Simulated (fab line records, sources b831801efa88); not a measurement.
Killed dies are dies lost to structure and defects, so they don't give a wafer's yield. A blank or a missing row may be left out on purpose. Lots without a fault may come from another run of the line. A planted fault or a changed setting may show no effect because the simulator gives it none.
One fault seen from 2 desks | flow sky130 | each desk has only its own numbers; what lay behind them comes last

THE METROLOGY DESK
What the gauges read, lot by lot, whatever tool the lot ran on: means of the sampled wafers that have a number. A lot is out of limits, marked OUT, if its mean lies more than 4 standard deviations from the usual mean; the brackets give that distance.
Columns: A = NWELL_RS at SKY_NWELL_RS_MEAS_29, usual 624.6 ohm/sq; B = VT_ADJUST_HVTP_TW at SKY_VT_ADJUST_HVTP_TW_MEAS_11, usual 1349; C = VT_ADJUST_LVTN_OVL at SKY_VT_ADJUST_LVTN_OVL_MEAS_07, usual -0.1 nm
lot  | first seen here | A                | B    | C
L292 | day 5 12:17     | 623.1            | 1372 | -0.6
L294 | day 5 22:59     | 622.0            | 1364 | 0.0
L295 | day 6 07:19     | 624.6            | 1324 | -1.5
L297 | day 6 20:13     | 625.4            | 1326 | 0.1
L298 | day 7 02:59     | 624.7            | 1324 | -0.5
L299 | day 7 06:53     | 625.2            | 1332 | 1.8
L300 | day 7 12:23     | 626.2            | 1338 | 1.4
L308 | day 9 14:17     | 642.2 (+9.3) OUT | 1336 | -0.1
L310 | day 10 04:04    | 638.9 (+7.5) OUT | 1367 | -0.6
L311 | day 10 09:24    | 624.0            | 1356 | 0.4
L313 | day 10 19:14    | 624.2            | 1349 | 0.2
L314 | day 11 11:00    | 626.9            | 1364 | 0.7
This desk's finding: out of limits on L308, L310; first on L308, day 9 14:17 (NWELL_RS at SKY_NWELL_RS_MEAS_29). In limits: L292, L294, L295, L297, L298, L299, L300, L311, L313, L314.

THE TOOL OWNER'S DESK: implanter-03
The tool's own readings at SKY_NWELL_IMPLANT_11: means of the sampled wafers that have a number, for each lot that ran on this tool. A lot is out of limits, marked OUT, if its mean lies more than 4 standard deviations from the usual mean; the brackets give that distance.
Columns: A = beam_energy_keV at SKY_NWELL_IMPLANT_11, usual 400.01; B = faraday_current_uA at SKY_NWELL_IMPLANT_11, usual 107.2
lot  | first seen here | A                        | B
L292 | day 4 17:44     | 399.95                   | 106.0
L294 | day 5 04:20     | 399.99                   | 106.2
L299 | day 6 10:56     | 400.01                   | 106.2
L300 | day 6 15:58     | 400.08                   | 108.8
L308 | day 8 15:47     | 363.57 (-99 or more) OUT | 106.5
L310 | day 9 05:04     | 363.77 (-99 or more) OUT | 106.8
This desk's finding: out of limits on L308, L310; first on L308, day 8 15:47 (beam_energy_keV at SKY_NWELL_IMPLANT_11). In limits: L292, L294, L299, L300.

PUT TOGETHER
The tool owner's desk could have raised an alarm at day 8 15:47, on L308, L310.
The metrology desk could have raised an alarm at day 9 14:17, on L308, L310.
Of the lots named, all ran SKY_NWELL_IMPLANT_11 on implanter-03.

WHAT THE SIMULATOR HAD PUT IN
Process parameter drift: implanter-03, from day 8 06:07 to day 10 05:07, at SKY_NWELL_IMPLANT_11. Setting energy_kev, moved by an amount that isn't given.
Lots struck among those shown: L308, L310.
Hours from the fault's start to each desk's first reading out of limits: the tool owner's desk, 10; the metrology desk, 32.
